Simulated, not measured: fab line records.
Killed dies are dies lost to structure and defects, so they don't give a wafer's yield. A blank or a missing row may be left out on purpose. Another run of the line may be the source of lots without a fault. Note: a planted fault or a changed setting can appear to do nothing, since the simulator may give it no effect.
A struck lot beside a sound one	flow sky130	16 steps out of a route of 708
Sound: wafers L535.1, L535.5, L535.6. Struck: wafer L527.6; the same lot's L527.4 was not struck, so it is left out; see the end for the cause.
Per side, at each step with rows, come the tool, then ch with its chambers, and then its first start. Under that, the readings that differ: sound wafers	struck wafers	difference of the means	sigmas: that difference in standard deviations of wafers without a fault.
alike: words and numbers the same on both sides, and readings whose means are apart by under 2 such deviations; not compared: readings that were withheld, readings missing a value for some wafer, numbers with overlapping values and no deviation given by the record, and bounds like >300 which may hide the same value.
The two part at a step that has a row with sigmas, a row that says differs or no value, or rows on one side only. When numbers do not overlap yet have no deviation, they are printed without sigmas and do not part them. A reading missing from all wafers of one side parts the sides only when that side holds two or more wafers.

first, 2 steps without rows for these wafers: SKY_NWELL_IMPLANT_12; SKY_NWELL_IMPLANT_13.
SKY_NWELL_STRIP_14: strips in O2/N2.
  sound on plasma asher-04 ch 0,1, day 9 13:55; struck on plasma asher-02 ch 0, day 7 17:56
  alike: drypump motor current A, oes product au, strip time to endpoint s
  not compared: rf hours counter h
SKY_NWELL_TW_MEAS_15:
  sound on film metro-03, day 9 14:01; struck on film metro-01, day 7 18:02
  alike: NWELL_TW
then, 7 steps without rows for these wafers: SKY_NWELL_DEHYDRATE_16 (time 60 s); SKY_NWELL_HMDS_17 (prime time 60 s); SKY_NWELL_COAT_18 (resist thk 3000 nm); SKY_NWELL_SOFTBAKE_19; SKY_NWELL_EXPOSE_20 (exposes mask NWM COMPLEMENT, target cd 840 nm); SKY_NWELL_PEB_21; SKY_NWELL_DEVELOP_22 (develop time 60 s).
SKY_NWELL_OVL_MEAS_23:
  sound on overlay-02, day 10 11:43; struck on overlay-02, day 8 13:23
  alike: NWELL_01_OVL
SKY_NWELL_IMPLANT_24:
  sound on implanter-01 ch 0, day 10 11:45; struck on implanter-02 ch 0, day 8 13:28
reading	sound	struck	difference	sigmas
beam on s (s)	10.48 10.22 9.97	7.83	-2.39	-13
faraday current uA	49.2 50.8 51.9	66.2	+15.6	+16
SKY_NWELL_STRIP_25: strips in O2/N2.
  sound on plasma asher-04 ch 0,1, day 10 11:54; struck on plasma asher-04 ch 1, day 8 13:35
  alike: drypump motor current A, oes product au, strip time to endpoint s
  not compared: rf hours counter h
SKY_NWELL_TW_MEAS_26:
  sound on film metro-01, day 10 12:00; struck on film metro-03, day 8 13:55
reading	sound	struck	difference	sigmas
NWELL_2_TW	500 502 501	459	-42	-12
  not compared: hold
-- the record jumps here: 41 days lie between the struck wafers' starts before and after (it left off in module NWELL and takes up again in module PAD_OPEN, whose first step shown is number 708 of the route) --
SKY_PAD_OPEN_PROBE_99:
  sound on prober-01, day 50 10:51; struck on prober-01, day 49 04:02
reading	sound	struck	difference	sigmas
model.etest.pfet_16v.r on ohm um	1.536e+04 1.552e+04 1.542e+04	1.764e+04	+2.207e+03	
model.etest.res iso pwell.rs ohm sq	3219 3302 3233	3810	+559	
model.etest.res pwell under gate.rs ohm sq	2266 2270 2270	2708	+439	
model.etest.res iso pwell.line ohm um	1229 1255 1229	1468	+230	
model.etest.pfet_16v.drive ua um	243.7 244 242.4	208.7	-34.7	
model.etest.res iso pwell.width nm (nm)	2641 2628 2635	2604	-31	
model.etest.res nwell.width nm (nm)	848.4 847 842.1	868.2	+22.4	
model.etest.field n.vt v (V)	36.4 36.46 36.42	32.26	-4.17	
  alike: killed_at_M0_to_M3, killed_at_M4_up, killed at contacts, killed at front end, killed at other, killed dies, killed open, killed short

## WHERE THEY PART
First at SKY_NWELL_IMPLANT_24; last, within this record, at SKY_NWELL_TW_MEAS_26. Later steps at which nothing parts them and some readings are alike: SKY_PAD_OPEN_PROBE_99.

WHY: what had been put in by the simulator
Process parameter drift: implanter-02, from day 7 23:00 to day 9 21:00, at SKY_NWELL_IMPLANT_24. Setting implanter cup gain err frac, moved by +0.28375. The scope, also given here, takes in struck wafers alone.
